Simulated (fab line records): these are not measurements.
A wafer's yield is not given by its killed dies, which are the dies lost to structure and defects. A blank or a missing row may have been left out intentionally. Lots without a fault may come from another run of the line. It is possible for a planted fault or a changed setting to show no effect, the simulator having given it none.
fab line records	flow sky130
[record] lots = 7	wafers = 21	lastDay = 50
route steps=708 shown DNWELL@37 PWDE@45
lots that met no fault: from a run of the same line without faults
startH: start of the lot's first displayed wafer, in hours after the record's first day	waitH: how many hours have passed since the lot's step before this one	" identical to the entry in the row above	L1.1+2: a single row standing in for several wafers	- either no value or no given start	* or withheld: withheld	< > ~ a bound
route shown NAME@n: a module of which the file shows steps, and the number in the route of the first	usual: mean and standard deviation over wafers with no fault	same: alike in all rows	chamber/n: place in a boat	sites: per-site readings	_std_site: how widely they spread, as a standard deviation	_edge_site: inner sites' mean taken away from outer sites' mean	radiusMm: how far each site lies from the wafer's centre	mask NAME#n: copy n	behind: the last tool/chamber to shape the wafer	hold: the reason the lot was held/the length of the hold in hours/how it ended	device: the transistor (n, p or np) that didn't switch	end of line: at the end of the route, the tests of the same wafers	where a step has no rows: the recipe by itself	killed: at the first sort, the dies lost to defects and structure; wafer yield is something else	map: dies across one wafer; x = killed, . = not, _ = none there
set.NAME: the run value of the setting; set.NAME@STEP: its run value at that earlier step	model.NAME: the simulator's own value behind a step, which no gauge read
lots at some steps of the route; a table a step, a row a wafer
services: when a tool's chamber went out of use (startH, in hours from the record's first day, below 0 if earlier), for how many hours, and the reason
[[steps]]
[step SKY_DNWELL_COAT_02]
[recipe] spinRpm = 2000	resistThkNm = 3000
[step SKY_DNWELL_SOFTBAKE_03]
[recipe] tempC = 110	timeS = withheld
[step SKY_DNWELL_EXPOSE_04]
[recipe] maskId = DNM	na = 0.57	targetCdNm = 3000	doseMj = 222
[step SKY_DNWELL_PEB_05]
[recipe] tempC = 115	timeS = withheld
[step SKY_DNWELL_DEVELOP_06]
[recipe] wallAngleDeg = 90	developer = TMAH	developTimeS = 60	devTempC = 23
[step SKY_DNWELL_IMPLANT_07]
[recipe] species = P	energyKev = withheld	doseCm2 = withheld	tiltDeg = withheld
[step SKY_DNWELL_STRIP_08]
[recipe] chemistry = O2/N2	powerW = 1400	pressureMtorr = 1500	platenTempC = withheld	o2FlowSccm = 3000	n2FlowSccm = 300	overashFraction = 0.5
[usual] chamberPressureMTorr = 1500.0/1.4	drypumpMotorCurrentA = 5.8/0.59	oesProductAu = 0.722/0.005	stripTimeToEndpointS = 36.87/0.1
lot.wafer	tool	chamber	startH	waitH	chamberPressureMTorr	drypumpMotorCurrentA	oesProductAu	rfHoursCounterH	stripTimeToEndpointS
L429.3	plasmaAsher-04	1	69.44	0.1	1501.5	6.5	0.723	-	37.01
L429.5	"	0	"	"	1498.4	5.2	0.719	-	36.97
L429.6	"	1	"	"	1497.4	6.5	0.723	-	37.08
L437.1	plasmaAsher-04	1	112.51	0.1	1500.1	6.5	0.723	42	36.94
L437.2	"	0	"	"	1500.1	5.3	0.726	42	36.98
L437.5	"	1	"	"	1500.7	6.5	0.725	-	36.99
L441.3	plasmaAsher-02	0	134.94	0.1	1501.1	6.7	0.725	-	37.00
L441.4	"	1	"	"	1499.1	5.4	0.728	-	36.97
L441.6	"	0	"	"	1499.4	6.8	0.726	-	36.84
L442.2	plasmaAsher-02	0	142.99	0.1	1501.2	6.7	0.720	34	36.89
L442.3	"	1	"	"	1501.6	5.3	0.726	-	37.00
L442.6	"	1	"	"	1499.2	5.4	0.720	-	36.81
L443.3	plasmaAsher-04	1	146.93	0.1	1499.8	6.5	0.719	-	36.78
L443.5	"	1	"	"	1499.6	6.5	0.719	-	36.80
L443.6	"	0	"	"	1500.6	5.2	0.727	-	36.91
L444.2	plasmaAsher-04	0	153.16	0.1	1502.9	5.2	0.723	47	36.92
L444.5	"	1	"	"	1498.4	6.4	0.729	-	36.96
L444.6	"	0	"	"	1502.1	5.2	0.728	-	36.85
L449.1	plasmaAsher-02	1	180.66	0.1	1501.4	5.4	0.721	37	36.71
L449.2	"	0	"	"	1501.2	6.7	0.725	37	36.83
L449.5	"	0	"	"	1500.9	6.7	0.724	-	36.81
[step SKY_DNWELL_TW_MEAS_09]
[usual] DNWELL_TW = 1098/10
lot.wafer	tool	chamber	startH	waitH	DNWELL_TW
L429.3	filmMetro-04	-	69.53	0.1	1105
L429.5	"	-	"	"	1113
L429.6	"	-	"	"	1106
L437.1	filmMetro-01	-	112.61	0.1	1086
L437.2	"	-	"	"	1083
L437.5	"	-	"	"	1092
L441.3	filmMetro-01	-	135.03	0.1	1095
L441.4	"	-	"	"	1093
L441.6	"	-	"	"	1095
L442.2	filmMetro-03	-	143.10	0.1	1105
L442.3	"	-	"	"	1093
L442.6	"	-	"	"	1098
L443.3	filmMetro-03	-	147.01	0.1	1095
L443.5	"	-	"	"	1092
L443.6	"	-	"	"	1090
L444.2	filmMetro-04	-	153.27	0.1	1108
L444.5	"	-	"	"	1108
L444.6	"	-	"	"	1110
L449.1	filmMetro-04	-	180.76	0.1	1115
L449.2	"	-	"	"	1120
L449.5	"	-	"	"	1114
[step SKY_PWDE_DEHYDRATE_00]
[recipe] tempC = 200	timeS = 60
[step SKY_PWDE_HMDS_01]
[recipe] primeTimeS = 60	primeTempC = 120
[step SKY_PWDE_COAT_02]
[recipe] spinRpm = 2000	resistThkNm = 3000
[step SKY_PWDE_SOFTBAKE_03]
[recipe] tempC = 110	timeS = withheld
[step SKY_PWDE_EXPOSE_04]
[recipe] maskId = PWDEM	na = 0.6	sourceShape = conventional	sigmaOuter = 0.6	polarization = unpolarized	targetCdNm = 840	doseMj = 214
[usual] exposureDoseMJCm2 = 214.03/0.2	focusOffsetNm = 0.0/0.59	reticleTempC = 23.00/0.1
lot.wafer	tool	chamber	startH	waitH	mask	exposureDoseMJCm2	focusOffsetNm	reticleTempC
L429.3	ilineStepper-01	0	78.41	-	PWDEM#0	213.88	0.5	23.01
L429.5	"	0	"	"	PWDEM#0	214.08	1.0	22.93
L429.6	"	0	"	"	PWDEM#0	214.02	1.2	23.07
L437.1	ilineStepper-01	0	121.91	-	PWDEM#0	213.96	-1.0	22.95
L437.2	"	0	"	"	PWDEM#0	214.34	-0.1	22.92
L437.5	"	0	"	"	PWDEM#0	214.08	-1.1	23.03
L441.3	ilineStepper-02	-	145.06	-	PWDEM#0	-	-	-
L441.4	"	-	"	"	PWDEM#0	-	-	-
L441.6	"	-	"	"	PWDEM#0	-	-	-
L442.2	ilineStepper-02	-	152.57	-	PWDEM#0	-	-	-
L442.3	"	-	"	"	PWDEM#0	-	-	-
L442.6	"	-	"	"	PWDEM#0	-	-	-
L443.3	ilineStepper-01	-	156.66	-	PWDEM#0	-	-	-
L443.5	"	-	"	"	PWDEM#0	-	-	-
L443.6	"	-	"	"	PWDEM#0	-	-	-
L444.2	ilineStepper-02	0	164.30	-	PWDEM#0	213.76	0.1	22.99
L444.5	"	0	"	"	PWDEM#0	213.84	0.1	23.02
L444.6	"	0	"	"	PWDEM#0	213.52	-0.4	23.24
L449.1	ilineStepper-02	0	190.91	-	PWDEM#0	214.10	0.2	23.17
L449.2	"	0	"	"	PWDEM#0	213.99	-0.3	23.03
L449.5	"	0	"	"	PWDEM#0	214.36	0.2	23.11
[step SKY_PWDE_PEB_05]
[recipe] tempC = 115	timeS = withheld
[[services]]
tool	chamber	startH	hours	kind
plasmaAsher-02	-	92.78	3.9	repair
ilineStepper-02	-	128.57	1.7	pm
ilineStepper-01	-	130.24	1.7	pm
ilineStepper-02	-	141.16	2.5	repair
ilineStepper-01	-	190.24	2.1	pm
[[key]]
[firstSign] step = SKY_PWDE_EXPOSE_04	reading = toolRecord	direction = missing
effect none on later readings
metAt SKY_PWDE_EXPOSE_04
struckWafers L441.3,L441.4,L441.6,L442.2,L442.3,L442.6,L443.3,L443.5,L443.6
sortLeftOut L441.3,L441.4,L441.6,L442.2,L442.3,L442.6,L443.3,L443.5,L443.6
testerLeftOut L441,L442,L443
onsetBetween 121.91 145.06
[fault] kind = skippedStepWhole	tool = ilineStepper-01,ilineStepper-02	chamber = -	onsetH = 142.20	steps = SKY_PWDE_EXPOSE_04	scope = struckLotsOnly
// testerLeftOut: of these lots the tester's yield and bins aren't shown, on N5 and GAA mostly nor the transistor test; their killed dies are dies lost to structure and defects alone, not to doping, threshold or leakage, so they don't give the yield
// sortLeftOut: the simulated sort isn't trusted on such a fault, so these wafers' sort isn't shown, and their yield isn't known
